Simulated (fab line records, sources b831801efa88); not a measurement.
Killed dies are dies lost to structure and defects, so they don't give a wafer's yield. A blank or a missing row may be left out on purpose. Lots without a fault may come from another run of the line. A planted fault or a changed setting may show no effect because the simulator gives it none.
Which tool did it? | flow gf180mcu | 13 lots, 39 wafers sampled, at 5 steps of a route of 602

WHAT THE GAUGES READ, wafer by wafer
GF_NWELL_TW_MEAS_11. Usual: NWELL_TW 1574, standard deviation 20.
lot  | measured    | on            | NWELL_TW       | flag
L939 | day 3 07:13 | film_metro-03 | 1564 1568 1560 |
L940 | day 3 13:01 | film_metro-01 | 1606 1598 1596 |
L942 | day 3 22:55 | film_metro-03 | 1555 1561 1558 |
L943 | day 4 04:53 | film_metro-03 | 1560 1562 1560 |
L944 | day 4 10:40 | film_metro-01 | 1599 1601 1604 |
L947 | day 5 02:19 | film_metro-04 | 1582 1580 1587 |
L948 | day 5 08:56 | film_metro-03 | 1551 1555 1558 |
L950 | day 5 21:49 | film_metro-03 | 1556 1552 1551 |
L951 | day 6 02:49 | film_metro-04 | 1909 1915 1919 | OFF
L952 | day 6 06:35 | film_metro-03 | 1567 1561 1573 |
L953 | day 6 12:34 | film_metro-04 | 1562 1570 1564 |
L954 | day 6 21:11 | film_metro-01 | 1962 1963 1954 | OFF
L959 | day 7 20:29 | film_metro-03 | 1911 1909 1903 | OFF

GF_VT_IMPLANT_RS_MEAS_47: measures by four-point-probe. Usual: NWELL_RS 488.2 ohm/sq, standard deviation 1.2.
lot  | measured     | on            | NWELL_RS (ohm/sq) | flag
L939 | day 7 13:50  | film_metro-03 | 487.8 487.2 487.9 |
L940 | day 7 18:34  | film_metro-04 | 486.9 487.4 489.1 |
L942 | day 8 09:38  | film_metro-04 | 486.4 488.5 486.5 |
L943 | day 8 15:52  | film_metro-01 | 489.8 488.8 489.1 |
L944 | day 8 22:52  | film_metro-01 | 488.9 488.5 489.5 |
L947 | day 9 19:44  | film_metro-01 | 486.3 487.5 487.1 |
L948 | day 10 01:52 | film_metro-03 | 488.5 488.2 488.7 |
L950 | day 10 18:21 | film_metro-03 | 487.1 489.7 488.4 |
L951 | day 10 22:44 | film_metro-03 | 351.0 350.3 350.5 | OFF
L952 | day 11 03:37 | film_metro-01 | 489.0 487.2 488.5 |
L953 | day 11 09:37 | film_metro-01 | 491.2 490.6 490.6 |
L954 | day 11 20:04 | film_metro-01 | 350.0 349.2 349.5 | OFF
L959 | day 12 23:06 | film_metro-03 | 349.4 351.0 349.6 | OFF

GF_V2_CD_MEAS_14: target cd 260 nm. Usual: cd_nm 259.6 nm, standard deviation 1.6.
lot  | measured     | on        | cd_nm (nm)        | flag
L939 | day 19 23:19 | cd_sem-02 | 257.1 258.2 257.5 |
L940 | day 20 03:17 | cd_sem-01 | 257.5 256.8 257.5 |
L942 | day 21 07:16 | cd_sem-02 | 260.0 260.6 259.7 |
L943 | day 21 13:44 | cd_sem-02 | 258.1 258.4 257.7 |
L944 | day 22 03:53 | cd_sem-01 | 261.2 259.2 259.5 |
L947 | day 23 22:16 | cd_sem-01 | 260.8 260.6 260.8 |
L948 | day 24 01:11 | cd_sem-01 | 257.6 257.9 258.1 |
L950 | day 24 22:34 | cd_sem-01 | 258.1 258.6 257.8 |
L951 | day 24 23:32 | cd_sem-01 | 257.8 258.1 258.7 |
L952 | day 25 09:02 | cd_sem-01 | 261.4 262.6 263.4 |
L953 | day 25 19:04 | cd_sem-01 | 258.7 259.7 259.8 |
L954 | day 26 03:30 | cd_sem-01 | 260.0 259.8 259.6 |
L959 | day 27 01:34 | cd_sem-02 | 259.1 258.2 260.0 |

WHICH TOOL RAN EACH LOT (tool, then ch and the chambers of the sampled wafers, then the start)
lot  | GF_NWELL_IMPLANT_08            | GF_M2_SPUTTER_04
L939 | implanter-01 ch 0, day 3 06:49 | pvd_sputter-01, day 17 21:52
L940 | implanter-04 ch 0, day 3 12:38 | pvd_sputter-01, day 18 01:29
L942 | implanter-04 ch 0, day 3 22:31 | pvd_sputter-02, day 19 05:27
L943 | implanter-01 ch 0, day 4 04:29 | pvd_sputter-02, day 19 12:41
L944 | implanter-01 ch 0, day 4 10:17 | pvd_sputter-01, day 20 02:43
L947 | implanter-01 ch 0, day 5 01:55 | pvd_sputter-01, day 21 22:05
L948 | implanter-03 ch 0, day 5 08:32 | pvd_sputter-04, day 22 01:47
L950 | implanter-01 ch 0, day 5 21:25 | pvd_sputter-01, day 23 00:59
L951 | implanter-04 ch 0, day 6 01:49 | pvd_sputter-04, day 23 01:56
L952 | implanter-03 ch 0, day 6 06:14 | pvd_sputter-02, day 23 11:41
L953 | implanter-01 ch 0, day 6 11:52 | pvd_sputter-02, day 23 22:25
L954 | implanter-01 ch 0, day 6 20:29 | pvd_sputter-01, day 24 06:39
L959 | implanter-03 ch 0, day 7 19:46 | pvd_sputter-01, day 25 05:41
- GF_NWELL_IMPLANT_08
- GF_M2_SPUTTER_04: material TiN, target thk 50 nm, time 41.7 s.

WHAT THE TOOLS THEMSELVES READ (means of the sampled wafers that have a number; where no wafer has one, the mark that the record gives instead)
GF_M2_SPUTTER_04. Usual: cathode_dc_power_W 6500.0 W, standard deviation 1.2; throttle_valve_pct 29.9 %, standard deviation 0.83.
lot  | tool           | cathode_dc_power_W (W) | throttle_valve_pct (%) | flag
L939 | pvd_sputter-01 | 6500.5                 | 29.9                   |
L940 | pvd_sputter-01 | 6499.7                 | 29.7                   |
L942 | pvd_sputter-02 | 6500.2                 | 29.8                   |
L943 | pvd_sputter-02 | 6500.3                 | 30.4                   |
L944 | pvd_sputter-01 | 6498.8                 | 29.4                   |
L947 | pvd_sputter-01 | 6500.2                 | 30.3                   |
L948 | pvd_sputter-04 | 6500.3                 | 30.1                   |
L950 | pvd_sputter-01 | 6500.6                 | 29.7                   |
L951 | pvd_sputter-04 | 6500.2                 | 30.4                   |
L952 | pvd_sputter-02 | 6499.7                 | 30.8                   |
L953 | pvd_sputter-02 | 6498.6                 | 30.6                   |
L954 | pvd_sputter-01 | 6499.9                 | 29.3                   |
L959 | pvd_sputter-01 | 6500.3                 | 29.1                   |

THE ANSWER, worked out from the rows above alone
Rule: a lot is off if the mean of its wafers that have a number lies more than 3 standard deviations from the usual mean. A lot without any number at a reading at which 4 lots or more have one is off too. The other lots that the step has rows for count as sound. The gauges are gone through in route order, then the tools' own readings, and for those a lot's mean is taken as printed above. The first step at which some lot is off is used, and at that step the reading that is off furthest; a lot without a number counts as furthest.
Off: L951, L954, L959, at GF_NWELL_TW_MEAS_11 (NWELL_TW).
A tool fits if, at a process step before that reading, it ran every lot that is off, and no sound lot after the first of them. The gauges at GF_NWELL_TW_MEAS_11 are tried like those tools. None of those tried fits.

WHAT THE SIMULATOR HAD PUT IN
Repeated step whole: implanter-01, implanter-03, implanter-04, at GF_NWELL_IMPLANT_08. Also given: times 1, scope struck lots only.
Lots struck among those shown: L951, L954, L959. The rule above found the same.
